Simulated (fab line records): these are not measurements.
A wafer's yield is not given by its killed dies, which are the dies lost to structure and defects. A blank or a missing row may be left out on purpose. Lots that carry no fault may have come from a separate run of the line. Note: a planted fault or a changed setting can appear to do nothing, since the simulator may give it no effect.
What tool caused it? | flow sky130 | Sampling: 7 lots, 21 wafers, 3 of 708 route steps

== WHAT EACH GAUGE READ, for each wafer ==
SKY_SD_N_CD_MEAS_07 targets a cd of 380 nm.
lot  | measured     | on        | cd_nm (nm)
L761 | day 28 17:51 | cd_sem-02 | 382.1 380.5 382.9
L766 | day 30 14:59 | cd_sem-01 | 378.8 377.5 379.8
L768 | day 30 21:11 | cd_sem-02 | 382.2 383.0 384.6
L775 | day 32 18:10 | cd_sem-02 | - - -
L778 | day 33 17:47 | cd_sem-02 | 384.5 383.7 381.3
L780 | day 34 05:17 | cd_sem-02 | 379.9 377.7 378.3
L782 | day 34 20:46 | cd_sem-01 | 376.5 377.3 377.0

== TOOL THAT RAN EACH LOT (tool first, then ch and the chambers of the sampled wafers, then the start) ==
lot  | SKY_LDD_LDN_STRIP_12                 | SKY_SD_N_DEVELOP_06
L761 | plasma_asher-02 ch 0,1, day 23 15:57 | litho_track-04 ch 0, day 28 17:43
L766 | plasma_asher-03 ch 1, day 25 17:54   | litho_track-02 ch 0, day 30 14:50
L768 | plasma_asher-03 ch 0,1, day 26 00:25 | litho_track-03 ch 0, day 30 21:02
L775 | plasma_asher-04 ch 0,1, day 28 01:35 | litho_track-04 ch 0, day 32 18:02
L778 | plasma_asher-02 ch 0,1, day 29 02:18 | litho_track-02 ch 0, day 33 17:38
L780 | plasma_asher-02 ch 0, day 29 15:09   | litho_track-02 ch 0, day 34 05:08
L782 | plasma_asher-02 ch 0,1, day 30 06:27 | litho_track-02 ch 0, day 34 20:37
- SKY_LDD_LDN_STRIP_12: strips in O2/N2.
- SKY_SD_N_DEVELOP_06: develop time 60 s.

== THE ANSWER, worked out from the rows above alone ==
Rule: the lots themselves supply what counts as usual. Put in order of their means at a reading, lots are off if they are a third of the lots or fewer, leave a main group of 4 or more, and stand apart from it by a gap of 3 or more times the standard deviation of the main group's means; of several such gaps the widest counts. Not used: any main group whose means are identical at the precision the tables above print for the reading. A lot without any number at a reading at which 4 lots or more have one is off too. Any other lot the step has rows for is counted as sound.
Off at SKY_SD_N_CD_MEAS_07 (cd_nm): L775. Without a number there: L775. The main group has a mean of 380.4 nm with a standard deviation of 2.4.
If a tool, at a process step before that reading, ran all the lots that are off and no sound lot after the first of them, it fits. The gauges at SKY_SD_N_CD_MEAS_07 are tried like those tools. Undecided on this evidence; 2 tools fit (plasma_asher-04 at SKY_LDD_LDN_STRIP_12, litho_track-04 at SKY_SD_N_DEVELOP_06).

== WHAT THE SIMULATOR HAD PUT IN ==
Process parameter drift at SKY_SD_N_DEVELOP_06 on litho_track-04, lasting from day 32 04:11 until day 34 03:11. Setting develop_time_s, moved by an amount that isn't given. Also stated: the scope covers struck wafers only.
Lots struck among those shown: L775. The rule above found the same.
